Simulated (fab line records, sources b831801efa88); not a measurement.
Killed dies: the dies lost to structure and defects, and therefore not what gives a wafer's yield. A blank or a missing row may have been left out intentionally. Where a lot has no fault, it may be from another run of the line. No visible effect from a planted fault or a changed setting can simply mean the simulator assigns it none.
2 desks looking at one fault | flow sky130 | what lay behind the numbers comes last; until then each desk has only its own

## TOOL OWNER'S DESK, pvdSputter-02
The tool's own readings at SKY_CAPM_SPUTTER_02 (material TiN, target thk 200 nm, time 166.7 s): means of the sampled wafers that have a number, for each lot that ran on this tool. Any lot whose mean is over 4 standard deviations away from the usual mean is out of limits and marked OUT; that distance is given in the brackets.
Columns: A = substrateTempC at SKY_CAPM_SPUTTER_02, usual 299.97 C; B = throttleValvePct at SKY_CAPM_SPUTTER_02, usual 29.8 %
lot  | first seen here | A      | B
L536 | day 36 10:31    | 299.82 | 29.2
L538 | day 37 09:05    | 300.03 | 29.2
L541 | day 38 06:58    | 299.93 | 29.0
L550 | day 40 15:54    | 299.86 | 29.4
Finding of this desk: none of the 4 lots has anything out of limits.

## METROLOGY DESK
Lot by lot, what the gauges showed, no matter which tool ran the lot: averages of those sampled wafers that carry a number. Any lot whose mean is over 4 standard deviations away from the usual mean is out of limits and marked OUT; that distance is given in the brackets.
Columns: A = VT_ADJUST_HVTR_TW at SKY_VT_ADJUST_HVTR_TW_MEAS_11, usual 209.6; B = RES_XHIGH_TW at SKY_RES_XHIGH_TW_MEAS_09, usual 1647; C = CAPM_TIN_RS at SKY_CAPM_RS_MEAS_03, usual 6.92 ohm/sq; D = CAPM_TIN_THK at SKY_CAPM_THK_MEAS_04, usual 193.9 nm
lot  | first seen here | A     | B    | C    | D
L536 | day 9 08:04     | 212.0 | 1624 | 6.80 | 196.9
L538 | day 9 22:33     | 208.9 | 1645 | 6.94 | 192.8
L540 | day 10 19:32    | 212.0 | 1662 | 7.02 | 190.9
L541 | day 11 01:38    | 208.3 | 1652 | 6.89 | 195.7
L542 | day 11 07:30    | 211.5 | 1659 | 6.93 | 193.5
L543 | day 11 16:11    | 208.0 | 1659 | 6.99 | 193.1
L550 | day 13 16:40    | 208.4 | 1647 | 7.20 | 187.3
L551 | day 13 19:46    | 211.2 | 1646 | 6.97 | 192.0
L557 | day 15 23:41    | 208.5 | 1659 | 7.07 | 191.2
L559 | day 16 12:29    | 211.5 | 1660 | 6.89 | 194.0
Finding of this desk: none of the 10 lots has anything out of limits.

## ALL TOGETHER
The tool owner's desk saw nothing out of limits.
Metrology desk: nothing out of limits seen.

## WHAT HAD BEEN PUT IN BY THE SIMULATOR
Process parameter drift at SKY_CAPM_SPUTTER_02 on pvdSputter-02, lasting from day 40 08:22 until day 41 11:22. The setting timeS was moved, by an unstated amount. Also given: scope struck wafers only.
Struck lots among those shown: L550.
